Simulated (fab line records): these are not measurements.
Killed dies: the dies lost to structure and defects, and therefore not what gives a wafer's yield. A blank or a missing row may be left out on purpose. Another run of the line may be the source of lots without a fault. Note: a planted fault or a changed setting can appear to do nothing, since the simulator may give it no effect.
fab line records	flow sky130
[record] lots = 6	wafers = 18	lastDay = 50
route steps=708 shown CAPM@538 METAL3@555
lots untouched by any fault: they come from a run of this same line in which no faults occurred
startH: hours from the record's opening day to when the first of the lot's shown wafers began	waitH: hours from the lot's prior step to this one	" as in the row above	L1.1+2: a row that stands for several wafers	- either no value or no given start	* or withheld: withheld	< > ~ a bound
route shown NAME@n: NAME is a module with steps in the file, n the number in the route of the first one	usual: mean/standard deviation of fault-free wafers	same: alike in all rows	chamber/n: place in a boat	sites: readings site by site	_std_site: the values' standard deviation	_edge_site: the outer-site mean with the inner-site mean subtracted	radiusMm: for every site, how far away it sits from the centre of the wafer	mask NAME#n: copy n	behind: tool/chamber where the wafer was last shaped	hold: why the lot went on hold/how many hours it stayed there/how the hold came to an end	device: the n, p or np transistor that did not switch	end of line: the route-end tests of the same wafers	a step with no rows: only its recipe	killed: the dies lost at the first sort to structure and to defects; this is not the yield of the wafer	map: dies across one wafer; x = killed, . = not, _ = none there
set.NAME: the setting that was run; set.NAME@STEP: the one run at that earlier step	model.NAME: the simulator's own value behind a step, which no gauge read
lots at selected steps of the route; one table per step, one row per wafer
services: a tool's chamber out of use, with start hour (startH, from the record's first day; less than 0 if before it), hours out, and reason
[[steps]]
[step SKY_CAPM_THK_MEAS_01]
[recipe] reads = SiO2_of_CAPM_CVD_00
[usual] CAPM_CVD_00_THK = 15.47/0.24
lot.wafer	tool	chamber	startH	waitH	CAPM_CVD_00_THK[nm]
L699.3	filmMetro-04	-	843.58	-	15.79
L699.4	"	-	"	"	15.68
L699.6	"	-	"	"	15.41
L707.1	filmMetro-01	-	919.33	-	15.11
L707.2	"	-	"	"	15.48
L707.4	"	-	"	"	15.09
L708.1	filmMetro-03	-	923.93	-	15.27
L708.4	"	-	"	"	15.61
L708.5	"	-	"	"	15.57
L716.2	filmMetro-01	-	1005.35	-	15.07
L716.3	"	-	"	"	15.45
L716.5	"	-	"	"	15.95
L717.2	filmMetro-01	-	1005.70	-	15.36
L717.3	"	-	"	"	15.13
L717.5	"	-	"	"	15.37
L718.1	filmMetro-03	-	1007.26	-	15.91
L718.3	"	-	"	"	15.38
L718.4	"	-	"	"	15.43
[step SKY_CAPM_SPUTTER_02]
[recipe] material = TiN	targetThkNm = 200	tempC = 300	powerW = 6500	timeS = 166.7	chamberPressurePa = 0.4
[usual] throttleValvePct = 30.0/1.4
lot.wafer	tool	chamber	startH	waitH	throttleValvePct
L699.3	pvdSputter-01	-	843.62	0.0	32.5
L699.4	"	-	"	"	32.6
L699.6	"	-	"	"	29.4
L707.1	pvdSputter-04	-	919.39	0.1	29.9
L707.2	"	-	"	"	31.6
L707.4	"	-	"	"	29.6
L708.1	pvdSputter-04	-	923.99	0.1	28.4
L708.4	"	-	"	"	31.7
L708.5	"	-	"	"	28.2
L716.2	pvdSputter-01	-	1005.40	0.0	29.6
L716.3	"	-	"	"	29.8
L716.5	"	-	"	"	29.5
L717.2	pvdSputter-01	-	1005.75	0.0	31.1
L717.3	"	-	"	"	29.4
L717.5	"	-	"	"	29.7
L718.1	pvdSputter-04	-	1007.32	0.1	29.6
L718.3	"	-	"	"	29.8
L718.4	"	-	"	"	31.5
[step SKY_CAPM_RS_MEAS_03]
[recipe] thkMeasGauge = four-point-probe	reads = TiN_of_CAPM_SPUTTER_02
[usual] CAPM_TIN_RS = 6.90/0.092
lot.wafer	tool	chamber	startH	waitH	CAPM_TIN_RS[ohm/sq]
L699.3	filmMetro-03	-	843.77	0.1	6.92
L699.4	"	-	"	"	6.94
L699.6	"	-	"	"	6.83
L707.1	filmMetro-01	-	919.49	0.1	6.99
L707.2	"	-	"	"	6.96
L707.4	"	-	"	"	6.92
L708.1	filmMetro-04	-	924.10	0.1	6.77
L708.4	"	-	"	"	6.81
L708.5	"	-	"	"	6.77
L716.2	filmMetro-04	-	1005.53	0.1	6.70
L716.3	"	-	"	"	6.86
L716.5	"	-	"	"	6.85
L717.2	filmMetro-03	-	1005.88	0.1	6.85
L717.3	"	-	"	"	6.81
L717.5	"	-	"	"	6.84
L718.1	filmMetro-04	-	1007.43	0.1	7.02
L718.3	"	-	"	"	7.09
L718.4	"	-	"	"	6.98
[step SKY_CAPM_THK_MEAS_04]
[recipe] thkMeasGauge = xrf	reads = TiN_of_CAPM_SPUTTER_02
[usual] CAPM_TIN_THK = 198/3.2
lot.wafer	tool	chamber	startH	waitH	CAPM_TIN_THK[nm]
L699.3	filmMetro-03	-	843.87	0.1	196
L699.4	"	-	"	"	196
L699.6	"	-	"	"	198
L707.1	filmMetro-01	-	919.61	0.1	193
L707.2	"	-	"	"	193
L707.4	"	-	"	"	195
L708.1	filmMetro-04	-	924.22	0.1	203
L708.4	"	-	"	"	203
L708.5	"	-	"	"	203
L716.2	filmMetro-04	-	1005.64	0.1	206
L716.3	"	-	"	"	201
L716.5	"	-	"	"	201
L717.2	filmMetro-03	-	1005.99	0.1	198
L717.3	"	-	"	"	201
L717.5	"	-	"	"	198
L718.1	filmMetro-04	-	1007.55	0.1	195
L718.3	"	-	"	"	195
L718.4	"	-	"	"	196
[step SKY_CAPM_DEHYDRATE_05]
[recipe] tempC = 200	timeS = 60
[step SKY_CAPM_HMDS_06]
[recipe] primeTimeS = 60	primeTempC = 120
[step SKY_CAPM_COAT_07]
[recipe] resist = NOVOLAK	spinRpm = 3000	resistThkNm = 1140
[step SKY_CAPM_SOFTBAKE_08]
[recipe] tempC = 90	timeS = 60	resist = NOVOLAK
[step SKY_CAPM_EXPOSE_09]
[recipe] maskId = CAPM	na = 0.6	sourceShape = conventional	sigmaOuter = 0.6	polarization = unpolarized	targetCdNm = 1000	doseMj = 159
[step SKY_CAPM_PEB_10]
[recipe] tempC = withheld	timeS = *	resist = NOVOLAK
[step SKY_CAPM_DEVELOP_11]
[recipe] resist = NOVOLAK	developer = TMAH	developTimeS = 60	devTempC = 23
[step SKY_CAPM_OVL_MEAS_12]
[usual] CAPM_OVL = 0.9/1.3
lot.wafer	tool	chamber	startH	waitH	CAPM_OVL[nm]
L699.3	overlay-02	-	869.65	0.1	-0.6
L699.4	"	-	"	"	-0.9
L699.6	"	-	"	"	-0.3
L707.1	overlay-02	-	943.27	0.1	0.1
L707.2	"	-	"	"	-1.8
L707.4	"	-	"	"	-0.3
L708.1	overlay-01	-	948.44	0.1	1.3
L708.4	"	-	"	"	1.3
L708.5	"	-	"	"	1.1
L716.2	overlay-01	-	1027.54	0.1	1.7
L716.3	"	-	"	"	0.0
L716.5	"	-	"	"	1.8
L717.2	overlay-01	-	1027.77	0.1	-1.0
L717.3	"	-	"	"	-1.6
L717.5	"	-	"	"	0.2
L718.1	overlay-01	-	1029.53	0.1	0.5
L718.3	"	-	"	"	-0.1
L718.4	"	-	"	"	-0.7
[step SKY_CAPM_METAL_ETCH_13]
[recipe] targetDepthNm = 220	stopOn = SiO2	chemistry = Cl2/BCl3	target = TiN	pressureMtorr = 10	icpW = 900	biasW = 48.5	Cl2_flow_sccm = 60	bcl3FlowSccm = 30	timeS = 62.9
[usual] drypumpMotorCurrentA = 5.9/0.44	heBacksideLeakSccm = 3.34/0.26	oesProductAu = 0.943/0.0084	runLengthS = 91.3/0.65	throttleValvePct = 21.901/0.01
lot.wafer	tool	chamber	startH	waitH	drypumpMotorCurrentA	heBacksideLeakSccm	oesProductAu	rfHoursCounterH	runLengthS	throttleValvePct	model.SiO2_of_CAPM_CVD_00.thkNm
L699.3	rieMetal-02	0	869.70	0.0	5.8	3.62	0.944	-	92.1	21.894	15.78
L699.4	"	1	"	"	5.9	3.28	0.941	-	91.3	21.916	15.62
L699.6	"	0	"	"	5.7	3.44	0.950	-	92.0	21.898	15.43
L707.1	rieMetal-04	1	943.30	0.0	5.8	3.29	0.931	12	90.5	21.911	15.08
L707.2	"	0	"	"	6.7	3.07	0.938	1	91.6	21.897	15.48
L707.4	"	1	"	"	5.8	3.40	0.943	-	90.9	21.917	15.11
L708.1	rieMetal-04	0	948.47	0.0	6.7	3.22	0.945	1	91.5	21.896	15.26
L708.4	"	0	"	"	6.7	3.55	0.953	-	91.4	21.900	15.57
L708.5	"	1	"	"	5.9	3.35	0.948	-	90.2	21.911	15.61
L716.2	rieMetal-02	0	1027.60	0.0	5.7	3.44	0.939	-	94.0	21.894	14.42
L716.3	"	0	"	"	5.7	3.35	0.929	-	94.4	21.922	14.81
L716.5	"	0	"	"	5.7	3.56	0.931	-	94.1	21.891	15.25
L717.2	rieMetal-01	1	1027.80	0.0	5.0	3.05	0.949	17	90.8	21.905	15.36
L717.3	"	1	"	"	5.0	3.10	0.950	-	90.7	21.904	15.18
L717.5	"	1	"	"	5.0	3.11	0.947	-	91.1	21.893	15.38
L718.1	rieMetal-02	0	1029.57	0.0	5.7	4.02	0.914	22	94.0	21.919	15.17
L718.3	"	0	"	"	5.7	3.34	0.916	-	93.9	21.917	14.73
L718.4	"	1	"	"	5.9	3.53	0.912	-	93.0	21.902	14.76
[step SKY_CAPM_STRIP_14]
[recipe] chemistry = O2/N2	powerW = 1400	pressureMtorr = 1500	platenTempC = withheld	o2FlowSccm = 3000	n2FlowSccm = 300	overashFraction = 0.5
[usual] drypumpMotorCurrentA = 5.7/0.4	oesProductAu = 0.710/0.0044	stripTimeToEndpointS = 12.65/0.047
lot.wafer	tool	chamber	startH	waitH	drypumpMotorCurrentA	oesProductAu	rfHoursCounterH	stripTimeToEndpointS
L699.3	plasmaAsher-01	1	869.78	0.1	4.9	0.711	-	12.68
L699.4	"	0	"	"	5.6	0.714	-	12.73
L699.6	"	0	"	"	5.6	0.704	-	12.65
L707.1	plasmaAsher-04	1	943.38	0.1	5.3	0.706	53	12.62
L707.2	"	0	"	"	5.5	0.712	53	12.67
L707.4	"	1	"	"	5.3	0.701	-	12.66
L708.1	plasmaAsher-01	0	948.55	0.1	5.6	0.714	18	12.64
L708.4	"	0	"	"	5.6	0.708	-	12.60
L708.5	"	0	"	"	5.6	0.704	-	12.68
L716.2	plasmaAsher-04	0	1027.72	0.1	5.5	0.712	60	12.56
L716.3	"	0	"	"	5.5	0.712	-	12.53
L716.5	"	0	"	"	5.5	0.706	-	12.57
L717.2	plasmaAsher-02	1	1027.88	0.1	6.0	0.712	93	12.76
L717.3	"	0	"	"	6.0	0.713	-	12.75
L717.5	"	1	"	"	6.0	0.706	-	12.75
L718.1	plasmaAsher-02	0	1029.65	0.1	6.0	0.707	93	12.54
L718.3	"	1	"	"	6.0	0.706	-	12.51
L718.4	"	0	"	"	6.0	0.700	-	12.54
[step SKY_CAPM_STRIP_15]
[recipe] chemistry = postEtchResidueRemover	timeS = 1200	tempC = 72.5
[step SKY_CAPM_CLEAN_16]
[recipe] chemistry = IPA	timeS = 180	tempC = 25
[step SKY_CAPM_CLEAN_17]
[recipe] chemistry = O3/DIW	dry = n2Spin
[step SKY_METAL3_DEHYDRATE_05]
[recipe] tempC = 200	timeS = 60
[step SKY_METAL3_HMDS_06]
[recipe] primeTimeS = 60	primeTempC = 120
[step SKY_METAL3_COAT_07]
[recipe] resist = BARC	tempC = withheld	timeS = withheld	spinRpm = 3000	resistThkNm = 60
[step SKY_METAL3_COAT_08]
[recipe] resist = KrF-thick	spinRpm = 3000	resistThkNm = 1154
[step SKY_METAL3_SOFTBAKE_09]
[recipe] tempC = 100	timeS = 90	resist = KrF-thick
[step SKY_METAL3_EXPOSE_10]
[recipe] maskId = MM3	na = 0.68	sourceShape = annular	sigmaInner = 0.4	sigmaOuter = 0.8	targetCdNm = 300	doseMj = 28
[step SKY_METAL3_PEB_11]
[recipe] pebTempC = withheld	pebTimeS = withheld	resist = KrF-thick
[step SKY_METAL3_DEVELOP_12]
[recipe] developTimeS = 60	resist = KrF-thick	devTempC = 21
[step SKY_METAL3_CD_MEAS_13]
[recipe] targetCdNm = 300
[usual] cdNm = 300.3/1.2
lot.wafer	tool	chamber	startH	waitH	cdNm
L699.3	cdSem-01	-	896.66	-	299.8
L699.4	"	-	"	"	300.1
L699.6	"	-	"	"	299.6
L707.1	cdSem-01	-	966.78	-	300.4
L707.2	"	-	"	"	299.7
L707.4	"	-	"	"	300.0
L708.1	cdSem-01	-	972.69	-	301.4
L708.4	"	-	"	"	301.5
L708.5	"	-	"	"	301.3
L717.2	cdSem-01	-	1050.82	-	300.3
L717.3	"	-	"	"	300.2
L717.5	"	-	"	"	298.8
L716.2	cdSem-01	-	1051.15	-	299.2
L716.3	"	-	"	"	299.1
L716.5	"	-	"	"	298.8
L718.1	cdSem-01	-	1052.67	-	301.6
L718.3	"	-	"	"	300.1
L718.4	"	-	"	"	300.6
[step SKY_METAL3_OVL_MEAS_14]
[usual] METAL3_OVL = -2/5.4
lot.wafer	tool	chamber	startH	waitH	METAL3_OVL[nm]
L699.3	overlay-02	-	896.76	0.1	-11
L699.4	"	-	"	"	0
L699.6	"	-	"	"	-4
L707.1	overlay-02	-	966.90	0.1	-3
L707.2	"	-	"	"	-2
L707.4	"	-	"	"	-1
L708.1	overlay-01	-	972.81	0.1	-9
L708.4	"	-	"	"	-7
L708.5	"	-	"	"	0
L717.2	overlay-02	-	1050.93	0.1	2
L717.3	"	-	"	"	2
L717.5	"	-	"	"	-3
L716.2	overlay-01	-	1051.25	0.1	8
L716.3	"	-	"	"	9
L716.5	"	-	"	"	3
L718.1	overlay-01	-	1052.79	0.1	-6
L718.3	"	-	"	"	-3
L718.4	"	-	"	"	-4
[step SKY_METAL3_DESCUM_15]
[recipe] chemistry = O2	sourcePowerW = 150	biasPowerW = 0	pressureMtorr = 10	tempC = 40	timeS = 8
[usual] drypumpMotorCurrentA = 5.6/0.38	heBacksideLeakSccm = 3.26/0.3	oesProductAu = 0.999/0.0094
lot.wafer	tool	chamber	startH	waitH	drypumpMotorCurrentA	heBacksideLeakSccm	oesProductAu	rfHoursCounterH
L699.3	rieMetal-03	1	896.79	0.0	5.4	3.26	0.981	-
L699.4	"	0	"	"	4.9	3.15	0.990	-
L699.6	"	1	"	"	5.4	3.32	0.996	-
L707.1	rieMetal-02	0	966.93	0.0	5.7	3.37	1.009	20
L707.2	"	1	"	"	5.9	3.18	0.994	13
L707.4	"	0	"	"	5.8	3.26	1.004	-
L708.1	rieMetal-02	0	972.84	0.0	5.8	3.57	1.009	20
L708.4	"	0	"	"	5.7	3.49	1.004	-
L708.5	"	0	"	"	5.7	3.50	1.006	-
L717.2	rieMetal-02	1	1050.97	0.0	5.9	3.19	1.002	-
L717.3	"	1	"	"	5.9	3.29	1.008	-
L717.5	"	1	"	"	5.9	3.07	1.004	-
L716.2	rieMetal-03	0	1051.28	0.0	4.9	3.31	0.986	19
L716.3	"	0	"	"	4.9	3.27	1.004	-
L716.5	"	0	"	"	4.9	3.18	1.000	-
L718.1	rieMetal-01	1	1052.82	0.0	5.0	3.07	0.979	19
L718.3	"	0	"	"	5.8	3.26	0.989	-
L718.4	"	1	"	"	5.0	2.98	0.982	-
[step SKY_METAL3_ETCH_16]
[recipe] chemistry = N2/H2	target = BARC	ionEnergyEv = 200	biasW = 100	pressureMtorr = 30	n2FlowSccm = 100	h2FlowSccm = 200	icpW = 500	stopOn = SiO2	timeS = 88.2	targetDepthA = 600
[usual] drypumpMotorCurrentA = 5.6/0.38	heBacksideLeakSccm = 3.27/0.14	oesProductAu = 0.626/0.005	runLengthS = 116.9/0.43	throttleValvePct = 13.205/0.0094
lot.wafer	tool	chamber	startH	waitH	drypumpMotorCurrentA	heBacksideLeakSccm	oesProductAu	rfHoursCounterH	runLengthS	throttleValvePct
L699.3	rieMetal-03	1	896.85	0.0	5.4	3.32	0.633	-	116.8	13.200
L699.4	"	0	"	"	4.9	3.20	0.623	-	116.9	13.224
L699.6	"	1	"	"	5.4	3.26	0.625	-	117.1	13.201
L707.1	rieMetal-02	0	966.96	0.0	5.7	3.47	0.629	20	117.3	13.207
L707.2	"	1	"	"	5.9	3.09	0.619	13	117.0	13.200
L707.4	"	0	"	"	5.8	3.37	0.622	-	117.6	13.204
L708.1	rieMetal-02	0	972.88	0.0	5.8	3.51	0.635	20	117.2	13.210
L708.4	"	0	"	"	5.8	3.49	0.618	-	117.2	13.215
L708.5	"	0	"	"	5.8	3.44	0.635	-	117.7	13.193
L717.2	rieMetal-02	1	1051.06	0.1	5.9	3.16	0.618	-	116.8	13.216
L717.3	"	1	"	"	5.9	3.08	0.626	-	116.6	13.220
L717.5	"	1	"	"	5.9	2.89	0.615	-	116.7	13.231
L716.2	rieMetal-03	0	1051.31	0.0	4.9	3.32	0.638	19	116.7	13.208
L716.3	"	0	"	"	4.9	3.23	0.623	-	116.9	13.202
L716.5	"	0	"	"	4.9	3.38	0.618	-	116.3	13.197
L718.1	rieMetal-01	1	1052.85	0.0	5.0	3.22	0.629	19	116.4	13.204
L718.3	"	0	"	"	5.8	3.34	0.616	-	116.8	13.214
L718.4	"	1	"	"	5.0	3.19	0.627	-	116.0	13.186
[step SKY_METAL3_ETCH_17]
[recipe] target = SiO2	stopOn = TiN	chemistry = C4F8/O2/Ar	sourceW = 1500	biasW = 1200	pressureMtorr = 40	c4f8FlowSccm = withheld	O2_flow_sccm = 6	Ar_flow_sccm = 300	timeS = 3.9	targetDepthA = 150
[usual] oesProductAu = 0.754/0.0075
lot.wafer	tool	chamber	startH	waitH	oesProductAu	rfHoursCounterH	model.etch.depthNm
L699.3	rieDiel-01	0	896.91	0.0	0.753	2	15.78
L699.4	"	1	"	"	0.751	19	15.62
L699.6	"	3	"	"	0.756	-	15.43
L707.1	rieDiel-01	3	967.06	0.1	0.744	7	15.08
L707.2	"	1	"	"	0.752	21	15.48
L707.4	"	0	"	"	0.741	4	15.11
L708.1	rieDiel-02	0	972.97	0.1	0.744	2	15.26
L708.4	"	3	"	"	0.760	1	15.57
L708.5	"	2	"	"	0.751	-	15.61
L717.2	rieDiel-02	2	1051.22	0.1	0.749	15	15.36
L717.3	"	0	"	"	0.755	4	15.18
L717.5	"	2	"	"	0.749	-	15.38
L716.2	rieDiel-01	3	1051.41	0.1	0.733	10	14.42
L716.3	"	2	"	"	0.743	27	14.81
L716.5	"	3	"	"	0.754	-	15.25
L718.1	rieDiel-02	2	1052.95	0.1	0.746	15	15.17
L718.3	"	3	"	"	0.744	3	14.73
L718.4	"	1	"	"	0.727	20	14.76
[step SKY_METAL3_METAL_ETCH_18]
[recipe] targetDepthA = 8450	stopOn = SiO2	overEtchFrac = 0.3	timeS = 183.1	chemistry = Cl2/BCl3	resistSidewallDeg = 88	pressureMtorr = 10	icpW = 900	biasW = 48.5	Cl2_flow_sccm = 60	bcl3FlowSccm = 30
[usual] drypumpMotorCurrentA = 5.5/0.4	heBacksideLeakSccm = 3.24/0.23	oesProductAu = 0.871/0.007	runLengthS = 211.8/0.73	throttleValvePct = 22.263/0.0096
lot.wafer	tool	chamber	startH	waitH	drypumpMotorCurrentA	heBacksideLeakSccm	oesProductAu	rfHoursCounterH	runLengthS	throttleValvePct
L699.3	rieMetal-02	1	896.99	0.1	5.9	2.97	0.881	-	212.0	22.275
L699.4	"	0	"	"	5.8	3.41	0.880	-	212.2	22.265
L699.6	"	1	"	"	5.9	3.24	0.874	-	211.5	22.252
L707.1	rieMetal-03	0	967.08	0.0	4.9	3.08	0.879	13.7	211.4	22.264
L707.2	"	1	"	"	5.4	3.12	0.866	11.9	211.9	22.267
L707.4	"	1	"	"	5.4	3.19	0.864	-	211.8	22.281
L708.1	rieMetal-03	1	972.99	0.0	5.4	3.24	0.882	12.2	211.8	22.275
L708.4	"	1	"	"	5.4	3.34	0.860	-	212.2	22.271
L708.5	"	1	"	"	5.4	3.24	0.874	-	211.8	22.262
L717.2	rieMetal-01	1	1051.24	0.0	5.0	3.20	0.868	18.2	210.9	22.290
L717.3	"	0	"	"	5.8	3.17	0.869	-	211.5	22.244
L717.5	"	1	"	"	5.0	3.14	0.860	-	211.0	22.255
L716.2	rieMetal-02	1	1051.49	0.1	5.9	3.22	0.872	-	211.7	22.268
L716.3	"	1	"	"	5.9	2.94	0.884	-	211.6	22.253
L716.5	"	1	"	"	5.9	2.76	0.871	-	211.4	22.257
L718.1	rieMetal-02	1	1052.97	0.0	5.9	3.12	0.874	18.4	211.7	22.280
L718.3	"	1	"	"	5.9	3.25	0.868	-	211.9	22.267
L718.4	"	1	"	"	5.9	2.91	0.882	-	211.9	22.253
[[services]]
tool	chamber	startH	hours	kind
rieMetal-01	1	820.07	18.4	repair
rieDiel-01	0	820.78	-	clean
rieMetal-03	-	826.90	15.6	pm
plasmaAsher-01	-	834.36	1.3	repair
pvdSputter-04	-	846.54	6.6	repair
rieDiel-02	2	857.07	6.9	repair
rieDiel-02	0	876.60	14.4	repair
rieDiel-02	3	896.88	4.8	repair
rieDiel-02	-	908.70	4.3	pm
rieMetal-04	-	936.96	0.4	repair
rieDiel-01	2	942.90	8.1	repair
rieMetal-02	0	982.87	14.9	repair
rieDiel-02	-	998.52	15.6	pm
plasmaAsher-04	-	1007.67	14.6	pm
rieMetal-04	-	1010.25	2.8	pm
rieMetal-04	-	1013.62	2.3	repair
rieDiel-02	3	1015.45	5.2	repair
rieMetal-02	1	1025.71	2.6	repair
rieDiel-01	1	1028.03	23.8	repair
rieMetal-02	0	1042.79	-	clean
rieMetal-02	0	1042.79	15.8	scheduledDown
rieMetal-02	0	1042.79	15.8	ventCycle
rieDiel-01	-	1049.20	0.9	repair
rieMetal-02	-	1049.90	1.0	repair
[[key]]
[firstSign] step = SKY_CAPM_METAL_ETCH_13	reading = runLengthS	direction = up	sigmas = 4	usual = *	struck = *
[effect] step = SKY_CAPM_METAL_ETCH_13	reading = oesProductAu	direction = down	sigmas = 2.3	usual = 0.943	struck = 0.924	wafersMoved = 3
[modelEffect] step = SKY_CAPM_METAL_ETCH_13	value = SiO2_of_CAPM_CVD_00.thkNm	without = 15.53	struck = 14.86
[modelEffect] step = SKY_METAL3_ETCH_17	value = etch.depthNm	without = 15.53	struck = 14.86
metAt SKY_CAPM_METAL_ETCH_13
struckWafers L716.2,L716.3,L716.5,L718.1,L718.3,L718.4
onsetBetween 869.70 1027.60
[fault] kind = processParameterDrift	tool = rieMetal-02	chamber = -	onsetH = 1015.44	steps = SKY_CAPM_METAL_ETCH_13	channel = timeS	offset = *	shape = step	endH = 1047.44	actsIn = *	stated = *
